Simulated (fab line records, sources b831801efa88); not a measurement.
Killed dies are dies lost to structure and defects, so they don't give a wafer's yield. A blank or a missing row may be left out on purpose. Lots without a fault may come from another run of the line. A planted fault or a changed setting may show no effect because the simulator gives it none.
fab line records | flow sky130
record lots=24 wafers=72 last_day=51
route steps=708 shown METAL2@489 CAPM@551 METAL3@564 CAP2M@615 VIA4@641
lots that met no fault: from a run of the same line without faults
start_h: hours from the record's first day to the start of the lot's first wafer shown | wait_h: hours since the lot's step before | " the same as in the row above | L1.1+2: a row that stands for several wafers | - no value, or no start given | * or withheld: withheld | < > ~ a bound
route shown NAME@n: a module of which the file shows steps, and the number in the route of the first | usual: mean/standard deviation of fault-free wafers | same: alike in all rows | chamber/n: place in a boat | sites: the reading at each site | _std_site: their standard deviation | _edge_site: outer sites' mean less inner sites' | radius_mm: how far each site lies from the wafer's centre | mask NAME#n: copy n | behind: the tool/chamber that last shaped the wafer | hold: why the lot was held/for how many hours/how that ended | device: the transistor (n, p or np) that didn't switch | end of line: the same wafers' tests at the end of the route | a step without rows: its recipe alone | killed: dies lost to structure and defects at the first sort, not the wafer's yield | map: a wafer's dies, x killed, . not, _ none there
set.NAME: the setting as run; set.NAME@STEP: as run at that earlier step | model.NAME: the simulator's own value behind a step, which no gauge read
steps of the route over a sample of lots; a table a step, a row a wafer
services: from which hour (start_h, from the record's first day; less than 0 if before it) a tool's chamber was out of use, for how many hours, and why
## steps
# step SKY_METAL2_THK_MEAS_06
# recipe thk_meas_gauge=xrf reads=AlCu_of_METAL2_SPUTTER_02
# usual METAL2_ALCU_THK=246.3/2.9
# columns lot.wafer tool chamber start_h wait_h METAL2_ALCU_THK[nm]
L074.2 film_metro-04 - 783.83 0.1 242.9
L074.3 " - " " 242.8
L074.5 " - " " 246.9
L075.1 film_metro-03 - 801.38 0.1 244.4
L075.3 " - " " 243.7
L075.6 " - " " 243.1
L076.4 film_metro-04 - 805.16 0.1 248.8
L076.5 " - " " 247.0
L076.6 " - " " 249.2
L077.1 film_metro-03 - 812.29 0.1 248.7
L077.5 " - " " 249.1
L077.6 " - " " 245.5
L078.1 film_metro-04 - 821.54 0.1 248.6
L078.3 " - " " 250.4
L078.5 " - " " 251.7
L079.1 film_metro-03 - 833.32 0.1 245.0
L079.2 " - " " 249.6
L079.3 " - " " 247.4
L082.1 film_metro-01 - 852.16 0.1 240.5
L082.4 " - " " 236.2
L082.5 " - " " 241.8
L081.2 film_metro-01 - 853.55 0.1 242.0
L081.3 " - " " 245.4
L081.6 " - " " 245.4
L080.3 film_metro-04 - 854.48 0.1 245.4
L080.5 " - " " 244.3
L080.6 " - " " 240.9
L083.2 film_metro-03 - 865.91 0.1 249.0
L083.3 " - " " 246.7
L083.4 " - " " 248.6
L084.2 film_metro-03 - 874.90 0.1 247.2
L084.5 " - " " 250.6
L084.6 " - " " 250.5
L085.1 film_metro-03 - 877.95 0.1 247.8
L085.4 " - " " 248.5
L085.6 " - " " 247.5
L086.2 film_metro-04 - 885.92 0.1 244.8
L086.4 " - " " 246.4
L086.5 " - " " 247.8
L087.1 film_metro-01 - 889.32 0.1 245.4
L087.2 " - " " 247.4
L087.5 " - " " 245.0
L088.1 film_metro-03 - 896.85 0.1 246.6
L088.3 " - " " 242.0
L088.5 " - " " 245.5
L089.3 film_metro-03 - 906.34 0.1 247.0
L089.4 " - " " 250.2
L089.5 " - " " 247.9
L090.1 film_metro-03 - 917.07 0.1 247.3
L090.2 " - " " 243.5
L090.3 " - " " 249.5
L091.1 film_metro-04 - 921.08 0.1 245.8
L091.3 " - " " 250.1
L091.6 " - " " 250.2
L092.1 film_metro-01 - 924.00 0.1 247.4
L092.2 " - " " 247.1
L092.6 " - " " 246.2
L093.1 film_metro-04 - 931.06 0.1 248.1
L093.2 " - " " 250.1
L093.4 " - " " 247.2
L094.1 film_metro-04 - 936.01 0.1 244.5
L094.3 " - " " 247.8
L094.5 " - " " 247.4
L095.1 film_metro-04 - 941.12 0.1 244.4
L095.2 " - " " 244.6
L095.6 " - " " 245.8
L096.1 film_metro-04 - 952.95 0.1 245.0
L096.2 " - " " 243.2
L096.5 " - " " 244.3
L097.2 film_metro-01 - 990.42 0.1 250.3
L097.3 " - " " 249.3
L097.5 " - " " 249.5
# step SKY_CAPM_STRIP_14
# recipe chemistry=O2/N2 power_w=1400 pressure_mtorr=1500 platen_temp_c=withheld o2_flow_sccm=3000 n2_flow_sccm=300 overash_fraction=0.5
# usual drypump_motor_current_A=6.0/0.32 oes_product_au=0.710/0.0046 strip_time_to_endpoint_s=12.68/0.049
# same overash_fraction=0.5
# columns lot.wafer tool chamber start_h wait_h drypump_motor_current_A oes_product_au rf_hours_counter_h strip_time_to_endpoint_s
L074.2 plasma_asher-02 0 865.90 0.1 6.1 0.712 74 12.62
L074.3 " 1 " " 6.2 0.709 - 12.63
L074.5 " 0 " " 6.1 0.706 - 12.64
L075.1 plasma_asher-01 1 883.10 0.1 6.2 0.711 47 12.68
L075.3 " 0 " " 5.5 0.716 - 12.70
L075.6 " 1 " " 6.3 0.711 - 12.69
L076.4 plasma_asher-01 0 886.48 0.1 5.5 0.719 - 12.71
L076.5 " 0 " " 5.5 0.706 - 12.69
L076.6 " 1 " " 6.2 0.713 - 12.72
L077.1 plasma_asher-03 0 893.22 0.1 6.3 0.707 109 12.73
L077.5 " 1 " " 5.6 0.707 - 12.69
L077.6 " 0 " " 6.3 0.708 - 12.70
L078.1 plasma_asher-03 1 901.42 0.1 5.6 0.706 110 12.63
L078.3 " 0 " " 6.3 0.711 - 12.60
L078.5 " 0 " " 6.3 0.702 - 12.63
L079.1 plasma_asher-01 1 913.60 0.1 6.3 0.716 51 12.70
L079.2 " 0 " " 5.5 0.707 51 12.68
L079.3 " 1 " " 6.2 0.715 - 12.71
L082.1 plasma_asher-03 0 930.65 0.1 6.3 0.703 113 12.58
L082.4 " 0 " " 6.3 0.712 - 12.54
L082.5 " 0 " " 6.3 0.713 - 12.57
L081.2 plasma_asher-01 1 931.47 0.1 6.3 0.711 52 12.67
L081.3 " 1 " " 6.3 0.708 - 12.73
L081.6 " 0 " " 5.5 0.718 - 12.69
L080.3 plasma_asher-02 1 932.48 0.1 6.3 0.709 - 12.75
L080.5 " 1 " " 6.3 0.714 - 12.73
L080.6 " 0 " " 6.1 0.702 - 12.73
L083.2 plasma_asher-01 1 944.17 0.1 6.3 0.712 54 12.63
L083.3 " 1 " " 6.3 0.715 - 12.57
L083.4 " 0 " " 5.5 0.713 - 12.61
L084.2 plasma_asher-01 0 951.60 0.1 5.5 0.716 54 12.70
L084.5 " 0 " " 5.5 0.717 - 12.70
L084.6 " 1 " " 6.3 0.712 - 12.67
L085.1 plasma_asher-03 1 955.50 0.1 5.6 0.709 115 12.74
L085.4 " 0 " " 6.3 0.711 - 12.74
L085.6 " 1 " " 5.6 0.703 - 12.73
L086.2 plasma_asher-02 1 963.07 0.1 6.3 0.708 84 12.73
L086.4 " 0 " " 6.1 0.698 - 12.73
L086.5 " 1 " " 6.3 0.713 - 12.71
L087.1 plasma_asher-03 0 965.77 0.1 6.3 0.711 116 12.70
L087.2 " 1 " " 5.6 0.719 116 12.69
L087.5 " 0 " " 6.3 0.709 - 12.72
L088.1 plasma_asher-01 0 969.87 0.1 5.6 0.705 56 12.61
L088.3 " 1 " " 6.3 0.719 - 12.70
L088.5 " 0 " " 5.5 0.715 - 12.69
L089.3 plasma_asher-03 1 978.20 0.1 5.6 0.713 - 12.68
L089.4 " 0 " " 6.3 0.706 - 12.66
L089.5 " 1 " " 5.6 0.712 - 12.67
L090.1 plasma_asher-03 1 992.30 0.1 5.6 0.718 119 12.65
L090.2 " 0 " " 6.3 0.714 119 12.70
L090.3 " 1 " " 5.6 0.708 - 12.68
L091.1 plasma_asher-01 0 997.32 0.1 5.5 0.712 59 12.63
L091.3 " 0 " " 5.6 0.716 - 12.72
L091.6 " 0 " " 5.5 0.721 - 12.64
L092.1 plasma_asher-02 1 997.80 0.1 6.2 0.712 88 12.62
L092.2 " 0 " " 6.1 0.702 88 12.58
L092.6 " 0 " " 6.1 0.708 - 12.64
L093.1 plasma_asher-02 1 1013.67 0.1 6.2 0.706 89 12.71
L093.2 " 0 " " 6.1 0.711 89 12.70
L093.4 " 0 " " 6.1 0.709 - 12.72
L094.1 plasma_asher-02 0 1016.02 0.1 6.1 0.719 89 12.75
L094.3 " 1 " " 6.2 0.707 - 12.77
L094.5 " 1 " " 6.2 0.717 - 12.75
L095.1 plasma_asher-01 1 1019.97 0.1 6.3 0.711 61 12.67
L095.2 " 0 " " 5.6 0.703 61 12.69
L095.6 " 1 " " 6.3 0.701 - 12.68
L096.1 plasma_asher-02 1 1022.30 0.1 6.2 0.708 90 12.64
L096.2 " 0 " " 6.1 0.705 90 12.68
L096.5 " 0 " " 6.1 0.711 - 12.60
L097.2 plasma_asher-02 1 1061.77 0.1 6.2 0.712 94 12.68
L097.3 " 0 " " 6.1 0.711 - 12.68
L097.5 " 0 " " 6.1 0.707 - 12.68
# step SKY_METAL3_OVL_MEAS_14
# usual METAL3_OVL=0/4.8
# columns lot.wafer tool chamber start_h wait_h METAL3_OVL[nm]
L074.2 overlay-01 - 891.48 0.1 1
L074.3 " - " " 3
L074.5 " - " " 0
L075.1 overlay-01 - 909.78 0.1 -8
L075.3 " - " " 0
L075.6 " - " " -8
L076.4 overlay-01 - 912.76 0.1 -1
L076.5 " - " " 1
L076.6 " - " " -2
L077.1 overlay-02 - 919.09 0.1 -2
L077.5 " - " " -3
L077.6 " - " " 0
L078.1 overlay-02 - 926.63 0.1 0
L078.3 " - " " -6
L078.5 " - " " 0
L079.1 overlay-02 - 937.96 0.1 1
L079.2 " - " " -2
L079.3 " - " " -5
L082.1 overlay-01 - 954.85 0.1 -1
L082.4 " - " " 5
L082.5 " - " " -3
L081.2 overlay-01 - 956.00 0.1 0
L081.3 " - " " -5
L081.6 " - " " -6
L080.3 overlay-02 - 957.04 0.1 3
L080.5 " - " " 2
L080.6 " - " " 8
L083.2 overlay-02 - 967.26 0.1 0
L083.3 " - " " -5
L083.4 " - " " -3
L084.2 overlay-02 - 972.13 0.1 8
L084.5 " - " " -7
L084.6 " - " " 3
L085.1 overlay-01 - 976.63 0.1 1
L085.4 " - " " -2
L085.6 " - " " 4
L086.2 overlay-01 - 983.76 0.1 0
L086.4 " - " " 5
L086.5 " - " " 2
L087.1 overlay-02 - 989.28 0.1 2
L087.2 " - " " 5
L087.5 " - " " 7
L088.1 overlay-01 - 993.60 0.1 -3
L088.3 " - " " -1
L088.5 " - " " 3
L089.3 overlay-02 - 1002.39 0.1 -2
L089.4 " - " " -4
L089.5 " - " " 2
L090.1 overlay-01 - 1015.83 0.1 -2
L090.2 " - " " -1
L090.3 " - " " 0
L091.1 overlay-02 - 1020.61 0.1 -3
L091.3 " - " " -1
L091.6 " - " " 1
L092.1 overlay-01 - 1020.96 0.1 -3
L092.2 " - " " -3
L092.6 " - " " 2
L093.1 overlay-02 - 1037.13 0.1 0
L093.2 " - " " 3
L093.4 " - " " 0
L094.1 overlay-02 - 1039.70 0.1 4
L094.3 " - " " -4
L094.5 " - " " -5
L095.1 overlay-02 - 1042.58 0.1 -3
L095.2 " - " " -9
L095.6 " - " " 0
L096.1 overlay-02 - 1045.71 0.1 8
L096.2 " - " " 12
L096.5 " - " " 0
L097.2 overlay-02 - 1082.73 0.1 -1
L097.3 " - " " 6
L097.5 " - " " -2
# step SKY_CAP2M_OVL_MEAS_12
# usual CAP2M_OVL=-0.8/1.4
# columns lot.wafer tool chamber start_h wait_h CAP2M_OVL[nm]
L074.2 overlay-01 - 944.59 0.1 -3.5
L074.3 " - " " -1.0
L074.5 " - " " -2.5
L075.1 overlay-01 - 961.54 0.1 -0.4
L075.3 " - " " 0.0
L075.6 " - " " -1.3
L076.4 overlay-02 - 964.30 0.1 0.8
L076.5 " - " " 2.4
L076.6 " - " " 0.5
L077.1 overlay-02 - 969.09 0.1 -0.6
L077.5 " - " " -2.0
L077.6 " - " " -1.6
L078.1 overlay-02 - 974.76 0.1 0.8
L078.3 " - " " 0.6
L078.5 " - " " 0.1
L079.1 overlay-01 - 986.61 0.1 -2.9
L079.2 " - " " 0.0
L079.3 " - " " -2.0
L082.1 overlay-01 - 1013.58 0.1 -1.7
L082.4 " - " " 0.1
L082.5 " - " " -2.8
L081.2 overlay-01 - 1014.21 0.1 -1.3
L081.3 " - " " -1.7
L081.6 " - " " -2.4
L080.3 overlay-02 - 1014.60 0.1 0.3
L080.5 " - " " -1.1
L080.6 " - " " -1.0
L083.2 overlay-01 - 1020.18 0.1 0.7
L083.3 " - " " -1.6
L083.4 " - " " -0.8
L084.2 overlay-01 - 1021.88 0.1 -1.9
L084.5 " - " " -2.7
L084.6 " - " " -3.4
L085.1 overlay-02 - 1024.78 0.1 -0.2
L085.4 " - " " -0.1
L085.6 " - " " -2.1
L086.2 overlay-02 - 1030.56 0.1 -0.1
L086.4 " - " " -1.3
L086.5 " - " " -1.0
L087.1 overlay-01 - 1038.44 0.1 -2.0
L087.2 " - " " -1.9
L087.5 " - " " -2.6
L088.1 overlay-01 - 1043.09 0.1 -3.5
L088.3 " - " " -2.3
L088.5 " - " " -2.5
L089.3 overlay-02 - 1050.02 0.1 0.0
L089.4 " - " " 0.3
L089.5 " - " " 3.0
L090.1 overlay-02 - 1064.58 0.1 0.8
L090.2 " - " " -2.1
L090.3 " - " " -2.1
L091.1 overlay-02 - 1068.81 0.1 -1.3
L091.3 " - " " -1.9
L091.6 " - " " -1.3
L092.1 overlay-01 - 1069.69 0.1 -1.2
L092.2 " - " " -0.6
L092.6 " - " " -1.2
L093.1 overlay-02 - 1083.06 0.1 0.7
L093.2 " - " " 1.3
L093.4 " - " " -2.1
L094.1 overlay-01 - 1086.26 0.1 -0.4
L094.3 " - " " -0.3
L094.5 " - " " -2.2
L095.1 overlay-02 - 1087.79 0.1 0.1
L095.2 " - " " -0.2
L095.6 " - " " -1.0
L096.1 overlay-01 - 1090.98 0.1 -0.5
L096.2 " - " " -0.5
L096.5 " - " " -1.3
L097.2 overlay-01 - 1126.09 0.1 -0.7
L097.3 " - " " -1.2
L097.5 " - " " 0.3
# step SKY_VIA4_CMP_02
# recipe material=SiO2 down_force_psi=4 platen_rpm=60 pad_velocity_m_s=0.94248
# usual motor_current_A=12.4/0.88
# columns lot.wafer tool chamber start_h wait_h motor_current_A
L074.2 cmp-02 3 972.64 3.8 11.6
L074.3 " 0 " " 12.4
L074.5 " 0 " " 13.0
L075.3 cmp-02 1 983.22 0.0 13.9
L075.1 " 0 " " 12.5
L075.6 " 2 " " 12.7
L076.4 cmp-01 1 986.37 0.1 12.9
L076.5 " 0 " " 10.9
L076.6 " 1 " " 13.1
L077.1 cmp-02 2 993.96 0.1 13.3
L077.6 " 0 " " 11.9
L077.5 " 1 " " 13.2
L078.1 cmp-01 3 999.57 0.1 13.2
L078.3 " 0 " " 11.2
L078.5 " 0 " " 11.3
L079.1 cmp-01 0 1011.24 0.1 10.9
L079.2 " 1 " " 13.0
L079.3 " 2 " " 12.1
L082.1 cmp-01 0 1038.05 0.1 11.6
L082.4 " 2 " " 11.7
L082.5 " 3 " " 12.7
L081.3 cmp-01 2 1039.09 0.1 11.4
L081.2 " 3 " " 12.8
L081.6 " 2 " " 11.7
L080.3 cmp-01 3 1039.50 0.1 13.0
L080.6 " 2 " " 11.3
L080.5 " 3 " " 12.9
L083.4 cmp-01 2 1044.75 0.0 11.5
L083.2 " 3 " " 12.8
L083.3 " 0 " " 10.7
L084.2 cmp-02 1 1046.70 0.2 13.8
L084.6 " 2 " " 12.5
L084.5 " 3 " " 11.9
L085.4 cmp-02 2 1048.62 0.0 12.9
L085.1 " 1 " " 13.0
L085.6 " 2 " " 13.2
L086.4 cmp-02 0 1055.00 0.1 12.0
L086.2 " 1 " " 14.5
L086.5 " 2 " " 13.5
L087.1 cmp-01 1 1063.04 0.4 12.7
L087.2 " 0 " " 10.9
L087.5 " 1 " " 12.4
L088.1 cmp-01 2 1066.98 0.1 11.3
L088.3 " 0 " " 10.7
L088.5 " 2 " " 11.0
L089.3 cmp-01 3 1072.36 0.0 13.2
L089.4 " 1 " " 12.8
L089.5 " 3 " " 12.9
L090.2 cmp-01 2 1087.69 0.1 11.8
L090.3 " 3 " " 12.9
L090.1 " 0 " " 10.9
L091.1 cmp-02 3 1092.42 0.5 12.0
L091.3 " 1 " " 14.1
L091.6 " 3 " " 11.7
L092.2 cmp-02 3 1093.02 0.6 12.5
L092.1 " 1 " " 14.0
L092.6 " 0 " " 12.5
L093.2 cmp-01 0 1104.93 0.0 10.6
L093.4 " 2 " " 11.8
L093.1 " 3 " " 13.0
L094.1 cmp-02 2 1108.62 0.1 12.6
L094.3 " 3 " " 12.6
L094.5 " 3 " " 12.6
L095.2 cmp-02 0 1110.21 0.6 12.3
L095.1 " 3 " " 12.4
L095.6 " 1 " " 13.8
L096.2 cmp-01 0 1113.67 0.9 10.8
L096.1 " 1 " " 13.1
L096.5 " 3 " " 11.9
L097.2 cmp-02 3 1146.07 0.0 12.6
L097.3 " 0 " " 12.2
L097.5 " 3 " " 11.6
# step SKY_VIA4_BOW_MEAS_03
# recipe mode=bow
# usual VIA4_BOW=79/9.3
# columns lot.wafer tool chamber start_h wait_h VIA4_BOW[um]
L074.2 film_metro-04 - 972.96 0.3 75
L074.3 " - " " 75
L074.5 " - " " 79
L075.1 film_metro-04 - 983.52 0.1 84
L075.3 " - " " 80
L075.6 " - " " 87
L076.4 film_metro-02 - 986.68 0.3 84
L076.5 " - " " 82
L076.6 " - " " 86
L077.1 film_metro-02 - 994.16 0.1 71
L077.5 " - " " 74
L077.6 " - " " 72
L078.1 film_metro-02 - 999.87 0.2 86
L078.3 " - " " 83
L078.5 " - " " 79
L079.1 film_metro-04 - 1011.49 0.2 87
L079.2 " - " " 89
L079.3 " - " " 99
L082.1 film_metro-01 - 1038.30 0.2 73
L082.4 " - " " 79
L082.5 " - " " 73
L081.2 film_metro-01 - 1039.36 0.2 78
L081.3 " - " " 56
L081.6 " - " " 66
L080.3 film_metro-04 - 1039.79 0.2 78
L080.5 " - " " 81
L080.6 " - " " 79
L083.2 film_metro-04 - 1045.07 0.2 68
L083.3 " - " " 81
L083.4 " - " " 74
L084.2 film_metro-01 - 1046.87 0.1 80
L084.5 " - " " 69
L084.6 " - " " 84
L085.1 film_metro-02 - 1048.92 0.1 89
L085.4 " - " " 91
L085.6 " - " " 87
L086.2 film_metro-02 - 1055.22 0.1 86
L086.4 " - " " 85
L086.5 " - " " 78
L087.1 film_metro-04 - 1063.34 0.2 80
L087.2 " - " " 68
L087.5 " - " " 80
L088.1 film_metro-02 - 1067.23 0.2 86
L088.3 " - " " 86
L088.5 " - " " 88
L089.3 film_metro-02 - 1072.70 0.3 72
L089.4 " - " " 70
L089.5 " - " " 63
L090.1 film_metro-01 - 1087.94 0.1 66
L090.2 " - " " 74
L090.3 " - " " 72
L091.1 film_metro-02 - 1092.72 0.2 78
L091.3 " - " " 84
L091.6 " - " " 87
L092.1 film_metro-04 - 1093.32 0.1 64
L092.2 " - " " 56
L092.6 " - " " 56
L093.1 film_metro-01 - 1105.23 0.1 68
L093.2 " - " " 85
L093.4 " - " " 77
L094.1 film_metro-02 - 1108.92 0.2 81
L094.3 " - " " 82
L094.5 " - " " 74
L095.1 film_metro-04 - 1110.51 0.1 78
L095.2 " - " " 90
L095.6 " - " " 81
L096.1 film_metro-04 - 1113.92 0.1 91
L096.2 " - " " 81
L096.5 " - " " 77
L097.2 film_metro-01 - 1146.39 0.3 58
L097.3 " - " " 82
L097.5 " - " " 76
## services
# columns tool chamber start_h hours kind
cmp-01 - 842.17 4.5 pm
cmp-01 - 858.89 1.5 repair
cmp-02 - 874.03 1.3 repair
cmp-01 - 887.88 0.3 repair
cmp-02 - 904.71 3.9 repair
plasma_asher-02 - 906.54 1.3 repair
cmp-02 - 915.93 4.0 pm
plasma_asher-01 - 948.41 1.1 repair
cmp-01 - 974.27 2.0 repair
cmp-02 - 1011.21 2.0 repair
cmp-02 - 1011.47 1.0 repair
cmp-01 - 1016.61 4.9 repair
plasma_asher-03 - 1021.48 0.5 repair
plasma_asher-03 - 1026.16 1.0 repair
cmp-01 - 1048.42 0.9 repair
plasma_asher-03 - 1055.25 9.0 pm
plasma_asher-02 - 1068.79 14.6 pm
plasma_asher-03 - 1080.42 5.5 repair
cmp-01 - 1091.23 4.0 pm
cmp-01 - 1095.23 - consumable_replace:conditioner
plasma_asher-03 - 1107.66 14.6 pm
cmp-01 - 1109.14 3.9 pm
cmp-01 - 1116.77 1.7 repair
plasma_asher-03 - 1129.42 2.8 pm
## key
fault none
